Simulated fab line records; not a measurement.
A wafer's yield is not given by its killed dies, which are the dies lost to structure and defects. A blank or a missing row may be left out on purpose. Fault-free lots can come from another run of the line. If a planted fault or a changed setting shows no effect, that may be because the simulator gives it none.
A lot that was struck, set against a sound lot | flow sky130 | 43 steps out of a route of 708
Sound: the wafers L341.1, L341.3, L341.6. Wafers struck: L353.2, L353.3, L353.4. The cause is given at the end.
Each step with rows lists, per side, the tool, then ch with its chambers, then its first start. Under that, the readings that differ: sound wafers | struck wafers | difference of the means | sigmas: that difference in standard deviations of wafers without a fault.
alike: words and numbers the same on both sides, and readings whose means are apart by under 2 such deviations; not compared: readings that were withheld, readings missing a value for some wafer, numbers with overlapping values and no deviation given by the record, and bounds like >300 which may hide the same value.
The two part at a step that has a row with sigmas, a row that says differs or no value, or rows on one side only. Non-overlapping numbers with no deviation appear without sigmas and do not part them. Lack of a reading on every wafer of one side parts them only where that side has two or more wafers.

first, 1 step without rows for these wafers: SKY_VT_ADJUST_LVTN_IMPLANT_19.
SKY_VT_ADJUST_LVTN_STRIP_20: strips in O2/N2.
  sound on plasma asher-03 ch 0,1, day 8 03:29; struck on plasma asher-04 ch 0,1, day 11 16:52
  alike: drypump motor current A, n2 flow sccm, oes product au, strip time to endpoint s
  not compared: rf hours counter h
SKY_VT_ADJUST_LVTN_TW_MEAS_21:
  sound on film metro-03 at day 8 03:35; struck on film metro-01 at day 11 16:58
  alike: VT_ADJUST_LVTN_2_TW
then, 7 steps without rows for these wafers: SKY_VT_ADJUST_NCORE_DEHYDRATE_00 (time 60 s); SKY_VT_ADJUST_NCORE_HMDS_01 (prime time 60 s); SKY_VT_ADJUST_NCORE_COAT_02 (resist thk 1121 nm); SKY_VT_ADJUST_NCORE_SOFTBAKE_03 (time 60 s); SKY_VT_ADJUST_NCORE_EXPOSE_04 (exposes mask LVTN COMPLEMENT THIN, target cd 380 nm); SKY_VT_ADJUST_NCORE_PEB_05; SKY_VT_ADJUST_NCORE_DEVELOP_06 (develop time 60 s).
SKY_VT_ADJUST_NCORE_CD_MEAS_07 targets a cd of 380 nm.
  sound on cd sem-02 at day 8 23:55; struck on cd sem-01 at day 12 17:09
  alike: cd nm
SKY_VT_ADJUST_NCORE_OVL_MEAS_08:
  sound on overlay-02 at day 9 00:02; struck on overlay-01 at day 12 17:15
  alike: VT_ADJUST_NCORE_OVL
SKY_VT_ADJUST_NCORE_IMPLANT_09:
  sound on implanter-03 ch 0, day 9 00:04; struck on implanter-04 ch 0, day 12 17:19
  reading         | sound                | struck               | difference | sigmas
  beam energy keV | 9.9890 9.9922 9.9978 | 9.9995 9.9971 10.003 | +0.0069    | +2
SKY_VT_ADJUST_NCORE_STRIP_10: strips in O2/N2.
  sound on plasma asher-04 ch 0,1, day 9 00:13; struck on plasma asher-02 ch 0,1, day 12 17:26
  alike: drypump motor current A, n2 flow sccm, oes product au, strip time to endpoint s
  not compared: rf hours counter h
SKY_VT_ADJUST_NCORE_TW_MEAS_11:
  sound on film metro-03 at day 9 00:19; struck on film metro-04 at day 12 17:32
  alike: VT_ADJUST_NCORE_TW
then, 7 steps without rows for these wafers: SKY_VT_ADJUST_HVTR_DEHYDRATE_00 (time 60 s); SKY_VT_ADJUST_HVTR_HMDS_01 (prime time 60 s); SKY_VT_ADJUST_HVTR_COAT_02 (resist thk 1154 nm); SKY_VT_ADJUST_HVTR_SOFTBAKE_03 (time 60 s); SKY_VT_ADJUST_HVTR_EXPOSE_04 (exposes mask HVTRM, target cd 380 nm); SKY_VT_ADJUST_HVTR_PEB_05; SKY_VT_ADJUST_HVTR_DEVELOP_06 (develop time 60 s).
SKY_VT_ADJUST_HVTR_CD_MEAS_07 targets a cd of 380 nm.
  sound on cd sem-01 at day 9 21:52; struck on cd sem-01 at day 13 18:45
  alike: cd nm
SKY_VT_ADJUST_HVTR_OVL_MEAS_08:
  sound on overlay-02 at day 9 21:59; struck on overlay-02 at day 13 18:51
  alike: VT_ADJUST_HVTR_OVL
then, 1 step without rows for these wafers: SKY_VT_ADJUST_HVTR_IMPLANT_09.
SKY_VT_ADJUST_HVTR_STRIP_10: strips in O2/N2.
  sound on plasma asher-02 ch 0,1, day 9 22:10; struck on plasma asher-02 ch 0,1, day 13 19:02
  alike: drypump motor current A, n2 flow sccm, oes product au, strip time to endpoint s
  not compared: rf hours counter h
SKY_VT_ADJUST_HVTR_TW_MEAS_11:
  sound on film metro-02 at day 9 22:16; struck on film metro-02 at day 13 19:08
  alike: VT_ADJUST_HVTR_TW
then, 7 steps without rows for these wafers: SKY_VT_ADJUST_PCH_DEHYDRATE_00 (time 60 s); SKY_VT_ADJUST_PCH_HMDS_01 (prime time 60 s); SKY_VT_ADJUST_PCH_COAT_02 (resist thk 3000 nm); SKY_VT_ADJUST_PCH_SOFTBAKE_03; SKY_VT_ADJUST_PCH_EXPOSE_04 (exposes mask NWM, target cd 840 nm); SKY_VT_ADJUST_PCH_PEB_05; SKY_VT_ADJUST_PCH_DEVELOP_06 (develop time 60 s).
SKY_VT_ADJUST_PCH_OVL_MEAS_07:
  sound on overlay-01 at day 10 20:49; struck on overlay-02 at day 14 22:10
  reading                | sound          | struck       | difference | sigmas
  VT_ADJUST_PCH_OVL (nm) | -3.1 -2.0 -2.0 | 0.5 2.1 -0.2 | +3.2       | +2
then, 1 step without rows for these wafers: SKY_VT_ADJUST_PCH_IMPLANT_08.
SKY_VT_ADJUST_PCH_STRIP_09: strips in O2/N2.
  sound on plasma asher-02 ch 0,1, day 10 20:59; struck on plasma asher-02 ch 0,1, day 14 22:20
  alike: drypump motor current A, n2 flow sccm, oes product au, strip time to endpoint s
  not compared: rf hours counter h
SKY_VT_ADJUST_PCH_TW_MEAS_10:
  sound on film metro-04 at day 10 21:05; struck on film metro-01 at day 14 22:27
  alike: VT_ADJUST_PCH_TW
then, 4 steps without rows for these wafers: SKY_SONOS_TUNNEL_DEHYDRATE_00 (time 60 s); SKY_SONOS_TUNNEL_HMDS_01 (prime time 60 s); SKY_SONOS_TUNNEL_COAT_02 (resist thk 1140 nm); SKY_SONOS_TUNNEL_SOFTBAKE_03 (time 60 s).
-- a jump in the record: the struck wafers' starts before and after are 34 days apart (it breaks off in module SONOS_TUNNEL and resumes in module PAD_OPEN, where the first step shown is number 708 of the route) --
SKY_PAD_OPEN_PROBE_99:
  sound on prober-02 at day 46 00:40; struck on prober-01 at day 49 10:24
  reading                                 | sound                    | struck                 | difference | sigmas
  model.etest.pfet_01v8.drive ua um range | 5.763 4.7 3.506          | 11.18 14.05 11.6       | +7.62      |
  model.etest.nfet_01v8.drive ua um range | 11.08 9.022 8.626        | 11.7 12.72 11.81       | +2.5       |
  model.etest.pfet g5v0d10v5.vt v range   | 0.02888 0.03958 0.03503  | 0.1973 0.1663 0.1824   | +0.1475    |
  model.etest.nfet g5v0d10v5.vt v range   | 0.01945 0.007348 0.01466 | 0.06573 0.06714 0.0667 | +0.05270   |
  model.etest.pfet_01v8.vt v range        | 0.008272 0.02325 0.01459 | 0.04618 0.03912 0.0379 | +0.02570   |
  alike: killed_at_M0_to_M3, killed_at_M4_up, killed at contacts, killed at front end, killed at other, killed dies, killed open, killed short
  not compared: model.etest.tip_n_5v.rs ohm sq range, model.etest.nfet_01v8.vt v range

== WHERE THEY PART ==
Last at SKY_VT_ADJUST_PCH_OVL_MEAS_07 as far as this record goes, first at SKY_VT_ADJUST_NCORE_IMPLANT_09. Later steps at which nothing parts them and some readings are alike: SKY_VT_ADJUST_PCH_STRIP_09, SKY_VT_ADJUST_PCH_TW_MEAS_10, SKY_PAD_OPEN_PROBE_99.

WHY: the cause the simulator had injected
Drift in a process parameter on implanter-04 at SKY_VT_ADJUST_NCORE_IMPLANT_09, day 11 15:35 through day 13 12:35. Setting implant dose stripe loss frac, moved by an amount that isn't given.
